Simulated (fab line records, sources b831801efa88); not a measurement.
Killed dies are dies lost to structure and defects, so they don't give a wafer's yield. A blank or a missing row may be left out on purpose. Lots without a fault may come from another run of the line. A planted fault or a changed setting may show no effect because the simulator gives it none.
Which tool did it? | flow sky130 | 12 lots, 36 wafers sampled, at 5 steps of a route of 708

WHAT THE GAUGES READ, wafer by wafer
SKY_RES_XHIGH_TW_MEAS_09.
lot  | measured     | on            | RES_XHIGH_TW
L755 | day 26 22:57 | film_metro-01 | 1635 1645 1639
L757 | day 27 19:06 | film_metro-03 | 1623 1635 1628
L759 | day 28 07:19 | film_metro-03 | 1623 1620 1624
L761 | day 29 07:05 | film_metro-03 | 1617 1630 1631
L762 | day 29 14:38 | film_metro-02 | 1647 1654 1649
L767 | day 30 22:58 | film_metro-01 | 1636 1636 1631
L770 | day 31 20:38 | film_metro-02 | 1652 1640 1652
L772 | day 32 12:00 | film_metro-03 | 1622 1623 1622
L773 | day 32 20:59 | film_metro-03 | 1618 1617 1626
L775 | day 33 05:54 | film_metro-02 | 1658 1659 1661
L776 | day 33 15:13 | film_metro-02 | 1656 1653 1661
L777 | day 33 18:26 | film_metro-01 | 1627 1624 1633

SKY_METAL1_RS_MEAS_05: measures by four-point-probe.
lot  | measured     | on            | METAL1_ALCU_RS (ohm/sq)
L755 | day 31 20:29 | film_metro-01 | 0.1285 0.1277 0.1272
L757 | day 32 17:47 | film_metro-03 | 0.1242 0.1248 0.1252
L759 | day 33 03:19 | film_metro-01 | 0.1274 0.1287 0.1291
L761 | day 34 01:14 | film_metro-04 | 0.1263 0.1271 0.1261
L762 | day 34 09:44 | film_metro-04 | 0.1255 0.1263 0.1255
L767 | day 35 15:52 | film_metro-04 | 0.1268 0.1253 0.1260
L770 | day 36 12:43 | film_metro-04 | 0.1271 0.1288 0.1293
L772 | day 37 03:43 | film_metro-04 | 0.1264 0.1264 0.1272
L773 | day 37 12:29 | film_metro-04 | 0.1258 0.1253 0.1254
L775 | day 37 21:02 | film_metro-03 | 0.1253 0.1264 0.1246
L776 | day 38 05:59 | film_metro-01 | 0.1277 0.1269 0.1273
L777 | day 38 08:04 | film_metro-01 | 0.1262 0.1272 0.1269

SKY_VIA1_THK_MEAS_01.
lot  | measured     | on            | VIA1_HDPCVD_THK (nm)
L755 | day 32 23:46 | film_metro-01 | 1038 1016 1032
L757 | day 33 21:39 | film_metro-02 | 1045 1046 1041
L759 | day 34 06:48 | film_metro-02 | 1026 1020 1022
L761 | day 35 05:08 | film_metro-02 | 1038 1027 1033
L762 | day 35 13:11 | film_metro-01 | 1037 1032 1039
L767 | day 36 19:31 | film_metro-01 | 1039 1025 1034
L770 | day 37 15:50 | film_metro-03 | 1049 1053 1049
L772 | day 38 05:44 | film_metro-02 | 1039 1045 1043
L773 | day 38 15:01 | film_metro-03 | 1040 1057 1047
L775 | day 38 23:05 | film_metro-03 | 1026 1038 1032
L776 | day 39 08:02 | film_metro-02 | 1046 1042 1029
L777 | day 39 10:53 | film_metro-02 | 1027 1024 1018

WHICH TOOL RAN EACH LOT (tool, then ch and the chambers of the sampled wafers, then the start)
lot  | SKY_CONTACT_ETCH_18                | SKY_CONTACT_STRIP_19
L755 | rie_diel-04 ch 0,1,3, day 31 19:00 | plasma_asher-02 ch 0, day 31 19:07
L757 | rie_diel-04 ch 0,2,3, day 32 16:00 | plasma_asher-02 ch 0, day 32 16:24
L759 | rie_diel-04 ch 0,1,3, day 33 01:00 | plasma_asher-02 ch 0,1, day 33 01:55
L761 | rie_diel-01 ch 0,3, day 33 23:00   | plasma_asher-01 ch 0,1, day 33 23:49
L762 | rie_diel-04 ch 0,1,3, day 34 08:00 | plasma_asher-02 ch 0,1, day 34 08:18
L767 | rie_diel-04 ch 0,2,3, day 35 14:00 | plasma_asher-04 ch 0,1, day 35 14:27
L770 | rie_diel-04 ch 0,1,3, day 36 11:00 | plasma_asher-02 ch 0,1, day 36 11:11
L772 | rie_diel-03 ch 0,3, day 37 02:00   | plasma_asher-04 ch 0,1, day 37 02:20
L773 | rie_diel-03 ch 0,2,3, day 37 10:00 | plasma_asher-02 ch 0,1, day 37 11:01
L775 | rie_diel-01 ch 1,2,3, day 37 19:00 | plasma_asher-02 ch 0,1, day 37 19:39
L776 | rie_diel-01 ch 0,1,2, day 38 04:00 | plasma_asher-04 ch 0,1, day 38 04:36
L777 | rie_diel-01 ch 1,2,3, day 38 06:00 | plasma_asher-04 ch 0,1, day 38 06:40
- SKY_CONTACT_ETCH_18: etches Si3N4 in CHF3/O2, stops on TiN, time 39 s, target depth 75 nm.
- SKY_CONTACT_STRIP_19: strips in O2/N2.

WHAT THE TOOLS THEMSELVES READ (means of the sampled wafers that have a number; where no wafer has one, the mark that the record gives instead)
SKY_CONTACT_ETCH_18.
lot  | tool        | O2_flow_sccm (sccm) | bias_w (W) | drypump_motor_current_A (A) | oes_product_au (a.u.) | throttle_valve_pct (%)
L755 | rie_diel-04 | 5.001               | 200.0      | 5.6                         | 0.853                 | 8.797
L757 | rie_diel-04 | 5.014               | 200.4      | 5.6                         | 0.857                 | 8.799
L759 | rie_diel-04 | 5.007               | 200.2      | 5.6                         | 0.847                 | 8.788
L761 | rie_diel-01 | 5.002               | 200.2      | 6.1                         | 0.858                 | 8.794
L762 | rie_diel-04 | 5.012               | 200.2      | 5.6                         | 0.854                 | 8.796
L767 | rie_diel-04 | 5.013               | 357.5      | 5.6                         | 0.865                 | 8.800
L770 | rie_diel-04 | 5.013               | 357.1      | 5.6                         | 0.857                 | 8.792
L772 | rie_diel-03 | 4.992               | 199.9      | 5.6                         | 0.851                 | 8.790
L773 | rie_diel-03 | 5.000               | 199.9      | 5.6                         | 0.855                 | 8.785
L775 | rie_diel-01 | 4.979               | 200.1      | 5.7                         | 0.853                 | 8.791
L776 | rie_diel-01 | 4.995               | 200.2      | 5.9                         | 0.854                 | 8.800
L777 | rie_diel-01 | 5.005               | 200.5      | 5.7                         | 0.859                 | 8.785

SKY_CONTACT_STRIP_19.
lot  | tool            | drypump_motor_current_A (A) | oes_product_au (a.u.) | strip_time_to_endpoint_s (s)
L755 | plasma_asher-02 | 5.8                         | 0.381                 | 3.598
L757 | plasma_asher-02 | 5.8                         | 0.381                 | 3.626
L759 | plasma_asher-02 | 6.0                         | 0.383                 | 3.654
L761 | plasma_asher-01 | 5.1                         | 0.379                 | 3.622
L762 | plasma_asher-02 | 6.3                         | 0.386                 | 3.603
L767 | plasma_asher-04 | 5.6                         | 0.366                 | 3.410
L770 | plasma_asher-02 | 6.2                         | 0.371                 | 3.413
L772 | plasma_asher-04 | 5.7                         | 0.380                 | 3.622
L773 | plasma_asher-02 | 6.0                         | 0.378                 | 3.631
L775 | plasma_asher-02 | 6.0                         | 0.380                 | 3.597
L776 | plasma_asher-04 | 5.7                         | 0.380                 | 3.603
L777 | plasma_asher-04 | 5.6                         | 0.380                 | 3.630

THE ANSWER, worked out from the rows above alone
Rule: what is usual is taken from the lots themselves. Put in order of their means at a reading, lots are off if they are a third of the lots or fewer, leave a main group of 4 or more, and stand apart from it by a gap of 3 or more times the standard deviation of the main group's means; of several such gaps the widest counts. A main group whose means are all the same, to the digits that the tables above print for the reading, isn't used. A lot without any number at a reading at which 4 lots or more have one is off too. The other lots that the step has rows for count as sound. The gauges are gone through in route order, then the tools' own readings, and for those a lot's mean is taken as printed above. The first step at which some lot is off is used, and at that step the reading that is off furthest; a lot without a number counts as furthest.
Off: L767, L770, at SKY_CONTACT_ETCH_18 (bias_w). The main group: mean 200.2 W, standard deviation 0.19.
A tool fits if, at that step or a process step before it, it ran every lot that is off, and no sound lot after the first of them. One fits: rie_diel-04 at SKY_CONTACT_ETCH_18. Its last sound lot is L762 (day 34 08:00), its first lot that is off L767 (day 35 14:00): a fault that began between those two fits.
The tool's own readings at SKY_CONTACT_ETCH_18 bear it out: on the lots that are off they differ by more than 5 times the standard deviation of the sound lots' means. bias_w reads 357.3 W there against 200.2 W on the sound lots.

WHAT THE SIMULATOR HAD PUT IN
Process parameter drift: rie_diel-04, from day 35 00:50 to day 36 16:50, at SKY_CONTACT_ETCH_18. Setting bias_w, moved by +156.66, from 200. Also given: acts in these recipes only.
Lots struck among those shown: L767, L770. The rule above found the same.
